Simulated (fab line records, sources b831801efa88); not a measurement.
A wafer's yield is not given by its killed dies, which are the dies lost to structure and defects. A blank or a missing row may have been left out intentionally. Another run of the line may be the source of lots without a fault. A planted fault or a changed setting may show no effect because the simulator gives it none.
A struck lot beside a sound one | flow sky130 | 43 out of 708 route steps
Sound: wafers L641.1, L641.5, L641.6. Wafers L654.2, L654.3, L654.6 were the ones struck. The cause is given at the end.
Per side, at each step with rows, come the tool, then ch with its chambers, and then its first start. Under that, the readings that differ: sound wafers | struck wafers | difference of the means | sigmas: that difference in standard deviations of wafers without a fault.
alike: readings with means less than 2 such deviations apart, plus words and numbers identical on both sides. not compared: withheld readings, readings lacking a value on some wafer, bounds such as >300 that could conceal the same value, and numbers that have no deviation in the record and whose values overlap.
The two part at a step that has a row with sigmas, a row that says differs or no value, or rows on one side only. Non-overlapping numbers with no deviation appear without sigmas and do not part them. A reading that every wafer of one side lacks parts them only if that side has two wafers or more.

SKY_LDD_HVP_OVL_MEAS_07:
  sound on overlay-02 at day 23 05:49; struck on overlay-02 at day 27 18:22
  alike: LDD_HVP_OVL
following that, these wafers have no rows for 1 step: SKY_LDD_HVP_IMPLANT_08.
SKY_LDD_HVP_STRIP_09: strips in O2/N2.
  sound on plasma_asher-02 ch 0,1, day 23 05:59; struck on plasma_asher-04 ch 0,1, day 27 18:33
  alike: drypump_motor_current_A, oes_product_au, strip_time_to_endpoint_s
  not compared: rf_hours_counter_h
SKY_LDD_HVP_TW_MEAS_10:
  sound on film_metro-02 at day 23 06:05; struck on film_metro-03 at day 27 18:40
  reading    | sound       | struck      | difference | sigmas
  LDD_HVP_TW | 463 463 462 | 453 454 450 | -10        | -2
then, 7 steps without rows for these wafers: SKY_LDD_LDN_DEHYDRATE_00 (time 60 s); SKY_LDD_LDN_HMDS_01 (prime time 60 s); SKY_LDD_LDN_COAT_02 (resist thk 1140 nm); SKY_LDD_LDN_SOFTBAKE_03 (time 60 s); SKY_LDD_LDN_EXPOSE_04 (exposes mask LDNTM, target cd 700 nm); SKY_LDD_LDN_PEB_05; SKY_LDD_LDN_DEVELOP_06 (develop time 60 s).
SKY_LDD_LDN_OVL_MEAS_07:
  sound on overlay-02 at day 24 11:33; struck on overlay-01 at day 28 23:29
  alike: LDD_LDN_OVL
SKY_LDD_LDN_IMPLANT_08:
  sound on implanter-02 ch 0, day 24 11:35; struck on implanter-04 ch 0, day 28 23:32
  alike: end_station_pressure_torr
then, 3 steps without rows for these wafers: SKY_LDD_LDN_IMPLANT_09; SKY_LDD_LDN_IMPLANT_10; SKY_LDD_LDN_IMPLANT_11.
SKY_LDD_LDN_STRIP_12: strips in O2/N2.
  sound on plasma_asher-03 ch 0,1, day 24 12:11; struck on plasma_asher-03 ch 0,1, day 29 00:07
  alike: drypump_motor_current_A, oes_product_au, strip_time_to_endpoint_s
  not compared: rf_hours_counter_h
SKY_LDD_LDN_TW_MEAS_13:
  sound on film_metro-01 at day 24 12:17; struck on film_metro-02 at day 29 00:14
  alike: LDD_LDN_TW
then, 2 steps without rows for these wafers: SKY_LDD_LDN_CLEAN_14 (cleans in SC1/SC2, time 150 s); SKY_SPACER_CVD_00 (deposits Si3N4 from DCS/NH3, target thk 43.1 nm, time 740 s).
SKY_SPACER_THK_MEAS_01:
  sound on film_metro-03 at day 24 14:58; struck on film_metro-01 at day 29 01:33
  alike: SPACER_CVD_00_THK
SKY_SPACER_ETCHBACK_02: etches Si3N4 in CH3F/O2, stops on SiO2, time 46.7 s, target depth 45 nm.
  sound on rie_diel-04 ch 2,3, day 24 15:01; struck on rie_diel-02 ch 0,1,3, day 29 01:36
  alike: ch3f_flow_sccm, drypump_motor_current_A, oes_product_au, throttle_valve_pct
  not compared: rf_hours_counter_h
then, 8 steps without rows for these wafers: SKY_POLY_CUT_DEHYDRATE_00 (time 60 s); SKY_POLY_CUT_HMDS_01 (prime time 60 s); SKY_POLY_CUT_COAT_02 (resist thk 60 nm); SKY_POLY_CUT_COAT_03 (resist thk 450 nm); SKY_POLY_CUT_SOFTBAKE_04 (time 90 s); SKY_POLY_CUT_EXPOSE_05 (exposes mask NPCM, target cd 270 nm); SKY_POLY_CUT_PEB_06; SKY_POLY_CUT_DEVELOP_07 (develop time 60 s).
SKY_POLY_CUT_CD_MEAS_08: target cd 270 nm.
  sound on cd_sem-01 at day 25 20:21; struck on cd_sem-02 at day 30 05:49
  reading    | sound             | struck            | difference | sigmas
  cd_nm (nm) | 269.6 269.3 270.5 | 273.7 272.9 273.5 | +3.6       | +2
SKY_POLY_CUT_OVL_MEAS_09:
  sound on overlay-02 at day 25 20:28; struck on overlay-01 at day 30 05:55
  alike: POLY_CUT_OVL
SKY_POLY_CUT_ETCH_10: etches BARC in N2/H2, stops on SiO2, time 45.9 s, target depth 60 nm.
  sound on rie_diel-01 ch 0,2,3, day 25 20:30; struck on rie_diel-01 ch 0,1,3, day 30 05:57
  alike: drypump_motor_current_A, oes_product_au, throttle_valve_pct
  not compared: rf_hours_counter_h
SKY_POLY_CUT_ETCH_11: etches Si3N4 in CF4/CH2F2/Ar, stops on poly-Si, time 42.5 s, target depth 60 nm.
  sound on rie_diel-01 ch 0,2,3, day 25 20:33; struck on rie_diel-01 ch 0,1,3, day 30 06:00
  alike: drypump_motor_current_A, oes_product_au, throttle_valve_pct
  not compared: rf_hours_counter_h
then, 8 steps without rows for these wafers: SKY_POLY_CUT_STRIP_12 (strips in O2/N2); SKY_SD_P_DEHYDRATE_00 (time 60 s); SKY_SD_P_HMDS_01 (prime time 60 s); SKY_SD_P_COAT_02 (resist thk 1140 nm); SKY_SD_P_SOFTBAKE_03 (time 60 s); SKY_SD_P_EXPOSE_04 (exposes mask PSDM, target cd 380 nm); SKY_SD_P_PEB_05; SKY_SD_P_DEVELOP_06 (develop time 60 s).
-- record jumps: 20 days separate the struck wafers' starts on either side; left off in module SD_P, taken up again in module PAD_OPEN, whose first shown step is the route's number 708 --
SKY_PAD_OPEN_PROBE_99:
  sound on prober-02 at day 46 23:08; struck on prober-02 at day 49 21:35
  reading                               | sound             | struck          | difference | sigmas
  model.etest.tip_sonos.rs_ohm_sq_range | 59.79 36.54 41.05 | 124.9 136.8 137 | +87.1      |
  alike: killed_at_M0_to_M3, killed_at_M4_up, killed_at_contacts, killed_at_front_end, killed_at_other, killed_dies, killed_open, killed_short

== WHERE THEY PART ==
First at SKY_LDD_HVP_TW_MEAS_10; last, within this record, at SKY_POLY_CUT_CD_MEAS_08. Later steps at which nothing parts them and some readings are alike: SKY_POLY_CUT_OVL_MEAS_09, SKY_POLY_CUT_ETCH_10, SKY_POLY_CUT_ETCH_11, SKY_PAD_OPEN_PROBE_99.

WHY: the cause the simulator had injected
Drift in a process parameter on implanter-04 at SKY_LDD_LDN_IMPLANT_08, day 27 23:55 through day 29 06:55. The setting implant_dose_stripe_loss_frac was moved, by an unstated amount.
